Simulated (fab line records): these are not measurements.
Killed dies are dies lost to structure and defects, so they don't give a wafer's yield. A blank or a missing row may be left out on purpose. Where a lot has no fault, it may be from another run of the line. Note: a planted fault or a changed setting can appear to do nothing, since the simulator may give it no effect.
What tool caused it?	flow gf180mcu	Sampling: 24 lots, 72 wafers, 4 of 602 route steps

## WHAT THE GAUGES READ, wafer by wafer
GF_M2_CD_MEAS_14 targets a cd of 280 nm. Usual: 280.4 nm for cd_nm, sd 1.1.
lot	measured	on	cd_nm (nm)	flag
L074	day 19 02:03	cd_sem-01	281.3 280.8 279.3	
L075	day 19 09:40	cd_sem-02	281.3 280.7 279.6	
L076	day 19 17:21	cd_sem-01	278.6 280.7 281.0	
L077	day 20 07:34	cd_sem-02	281.0 281.3 280.2	
L078	day 20 14:10	cd_sem-02	281.5 280.3 279.7	
L079	day 20 21:20	cd_sem-01	279.3 280.3 280.4	
L080	day 21 11:07	cd_sem-01	279.2 279.4 278.8	
L081	day 21 19:10	cd_sem-01	280.0 278.9 278.7	
L082	day 22 00:30	cd_sem-01	279.9 279.9 280.2	
L083	day 22 13:15	cd_sem-02	281.6 282.8 283.4	
L084	day 22 18:57	cd_sem-01	279.9 280.5 279.8	
L085	day 23 06:04	cd_sem-01	279.4 278.8 279.9	
L086	day 23 08:15	cd_sem-02	280.9 280.3 280.6	
L087	day 24 04:46	cd_sem-02	280.2 280.1 282.0	
L088	day 24 07:49	cd_sem-02	281.6 281.8 282.1	
L089	day 24 15:27	cd_sem-02	278.9 279.9 279.0	
L090	day 25 00:31	cd_sem-01	281.0 280.3 279.6	
L091	day 25 06:45	cd_sem-01	281.9 282.8 282.1	
L092	day 25 14:51	cd_sem-01	281.3 280.2 281.5	
L093	day 25 23:01	cd_sem-01	282.7 281.8 283.2	
L094	day 26 09:43	cd_sem-02	279.6 279.7 280.1	
L095	day 26 14:57	cd_sem-01	281.1 280.5 280.6	
L096	day 26 19:57	cd_sem-01	279.0 279.2 279.0	
L097	day 26 23:08	cd_sem-01	280.5 280.2 280.2	

GF_M5_CD_MEAS_07 targets a cd of 280 nm. Usual: 280.5 nm for cd_nm, sd 1.1.
lot	measured	on	cd_nm (nm)	flag
L074	day 26 04:36	cd_sem-02	279.7 281.3 280.6	
L075	day 26 13:58	cd_sem-02	281.1 283.8 282.9	
L076	day 26 18:39	cd_sem-01	279.8 278.4 280.2	
L077	day 27 07:16	cd_sem-01	281.0 280.5 279.9	
L078	day 27 12:39	cd_sem-01	280.3 280.0 280.6	
L079	day 27 18:17	cd_sem-01	279.7 281.7 281.1	
L080	day 28 05:40	cd_sem-02	280.4 280.3 280.1	
L081	day 28 12:46	cd_sem-01	282.5 281.3 280.4	
L082	day 28 17:42	cd_sem-02	278.5 278.6 279.9	
L083	day 29 04:20	cd_sem-01	282.0 281.6 282.9	
L084	day 29 08:56	cd_sem-02	281.7 280.8 282.2	
L085	day 29 16:34	cd_sem-02	280.4 280.8 280.9	
L086	day 29 20:11	cd_sem-02	279.7 280.4 279.8	
L087	day 30 09:31	cd_sem-01	279.6 279.6 278.9	
L088	day 30 12:04	cd_sem-02	281.2 281.0 280.2	
L089	day 30 18:21	cd_sem-01	279.0 279.3 278.1	
L090	day 31 07:34	cd_sem-01	281.5 282.0 281.7	
L091	day 31 08:21	cd_sem-01	280.7 281.1 281.4	
L092	day 31 13:29	cd_sem-02	281.0 280.5 281.0	
L093	day 31 20:13	cd_sem-02	280.2 279.6 278.9	
L094	day 32 04:34	cd_sem-02	280.6 280.5 279.4	
L095	day 32 08:21	cd_sem-02	279.1 279.1 278.6	
L096	day 32 14:42	cd_sem-02	281.5 281.9 279.9	
L097	day 32 17:34	cd_sem-01	279.8 279.9 281.7	

## EACH LOT AND THE TOOL THAT RAN IT (in order: tool; ch and the chambers of the sampled wafers; start)
lot	GF_V2_STRIP_18	GF_MIM_SPUTTER_04
L074	plasma_asher-03 ch 0,1, day 20 04:17	pvd_sputter-02, day 24 08:54
L075	plasma_asher-01 ch 0,1, day 20 11:39	pvd_sputter-01, day 24 18:22
L076	plasma_asher-02 ch 0,1, day 20 18:53	pvd_sputter-02, day 24 23:09
L077	plasma_asher-01 ch 0, day 21 08:35	pvd_sputter-03, day 25 12:59
L078	plasma_asher-02 ch 0,1, day 21 15:50	pvd_sputter-02, day 25 19:16
L079	plasma_asher-03 ch 0,1, day 21 22:37	pvd_sputter-01, day 26 01:20
L080	plasma_asher-01 ch 0,1, day 22 13:04	pvd_sputter-03, day 26 13:50
L081	plasma_asher-03 ch 0,1, day 22 19:35	pvd_sputter-01, day 26 20:26
L082	plasma_asher-01 ch 0, day 23 01:50	pvd_sputter-02, day 27 00:43
L083	plasma_asher-02 ch 1, day 23 14:32	pvd_sputter-03, day 27 12:19
L084	plasma_asher-02 ch 0,1, day 23 20:02	pvd_sputter-03, day 27 17:28
L085	plasma_asher-01 ch 0,1, day 24 06:32	pvd_sputter-03, day 28 01:47
L086	plasma_asher-02 ch 0,1, day 24 09:05	pvd_sputter-01, day 28 05:47
L087	plasma_asher-02 ch 0,1, day 25 04:26	pvd_sputter-01, day 28 21:29
L088	plasma_asher-01 ch 0,1, day 25 07:41	pvd_sputter-03, day 29 00:19
L089	plasma_asher-03 ch 0,1, day 25 15:44	pvd_sputter-03, day 29 07:44
L090	plasma_asher-02 ch 0, day 26 00:17	pvd_sputter-02, day 29 14:59
L091	plasma_asher-02 ch 0,1, day 26 05:14	pvd_sputter-03, day 29 19:13
L092	plasma_asher-01 ch 0,1, day 26 13:56	pvd_sputter-02, day 30 03:14
L093	plasma_asher-03 ch 1, day 26 22:02	pvd_sputter-01, day 30 09:35
L094	plasma_asher-02 ch 0,1, day 27 08:26	pvd_sputter-02, day 30 17:53
L095	plasma_asher-01 ch 0,1, day 27 13:11	pvd_sputter-02, day 30 23:19
L096	plasma_asher-01 ch 0,1, day 27 18:05	pvd_sputter-01, day 31 03:43
L097	plasma_asher-01 ch 0,1, day 27 20:55	pvd_sputter-01, day 31 07:40
- GF_V2_STRIP_18: strips in O2/N2.
- GF_MIM_SPUTTER_04: material TiN, target thk 50 nm, time 41.7 s.

## AS READ BY THE TOOLS THEMSELVES (means over the sampled wafers that have a number; for cases with no such wafer, the mark the record gives instead)
GF_V2_STRIP_18. Usual: drypump_motor_current_A 5.9 A, standard deviation 0.4; heater_power_w 337 W, standard deviation 32; oes_product_au 0.592 a.u., standard deviation 0.0045.
lot	tool	drypump_motor_current_A (A)	heater_power_w (W)	oes_product_au (a.u.)	flag
L074	plasma_asher-03	6.1	332	0.592	
L075	plasma_asher-01	5.8	332	0.587	
L076	plasma_asher-02	5.7	345	0.591	
L077	plasma_asher-01	6.3	367	0.594	
L078	plasma_asher-02	5.7	347	0.591	
L079	plasma_asher-03	6.1	331	0.594	
L080	plasma_asher-01	5.8	330	0.593	
L081	plasma_asher-03	6.3	331	0.591	
L082	plasma_asher-01	6.3	367	0.591	
L083	plasma_asher-02	5.8	377	0.594	
L084	plasma_asher-02	5.7	348	0.591	
L085	plasma_asher-01	5.8	331	0.595	
L086	plasma_asher-02	5.7	347	0.595	
L087	plasma_asher-02	5.5	325	0.592	
L088	plasma_asher-01	5.8	326	0.587	
L089	plasma_asher-03	6.3	328	0.596	
L090	plasma_asher-02	5.4	298	0.587	
L091	plasma_asher-02	5.5	324	0.596	
L092	plasma_asher-01	6.0	344	0.592	
L093	plasma_asher-03	5.9	347	0.592	
L094	plasma_asher-02	5.5	323	0.598	
L095	plasma_asher-01	6.1	345	0.594	
L096	plasma_asher-01	5.8	331	0.591	
L097	plasma_asher-01	5.8	331	0.592	

GF_MIM_SPUTTER_04. Usual: chamber_pressure_pa 0.4001 Pa, standard deviation 0.0008; throttle_valve_pct 30.1 %, standard deviation 1.1.
lot	tool	chamber_pressure_pa (Pa)	throttle_valve_pct (%)	flag
L074	pvd_sputter-02	0.4004	29.4	
L075	pvd_sputter-01	0.3999	30.6	
L076	pvd_sputter-02	0.4001	29.3	
L077	pvd_sputter-03	0.3994	30.2	
L078	pvd_sputter-02	0.3999	29.6	
L079	pvd_sputter-01	0.4001	30.4	
L080	pvd_sputter-03	0.4002	30.3	
L081	pvd_sputter-01	0.3999	29.8	
L082	pvd_sputter-02	0.4002	29.5	
L083	pvd_sputter-03	0.4007	31.3	
L084	pvd_sputter-03	0.4007	30.4	
L085	pvd_sputter-03	0.4003	30.4	
L086	pvd_sputter-01	0.4002	30.0	
L087	pvd_sputter-01	0.4006	30.7	
L088	pvd_sputter-03	0.3999	30.8	
L089	pvd_sputter-03	0.3988	29.6	
L090	pvd_sputter-02	0.4003	29.3	
L091	pvd_sputter-03	0.4000	31.3	
L092	pvd_sputter-02	0.4008	29.3	
L093	pvd_sputter-01	0.4000	29.9	
L094	pvd_sputter-02	0.4002	29.1	
L095	pvd_sputter-02	0.4002	29.6	
L096	pvd_sputter-01	0.3997	30.5	
L097	pvd_sputter-01	0.3995	29.9	

## THE ANSWER, worked out from the rows above alone
Rule: take the mean of a lot's wafers that have a number; if it is more than 3 standard deviations from the usual mean, the lot is off. Also off: a lot with no number at a reading for which 4 or more lots have one. Any other lot the step has rows for is counted as sound. Order of review: gauges by route order, followed by the tools' own readings, for which a lot's mean as printed above is used. The first step at which some lot is off is used, and at that step the reading that is off furthest; a lot without a number counts as furthest.
No lot is off on any of the readings shown, so nothing can be concluded from this.

## WHAT THE SIMULATOR PUT IN
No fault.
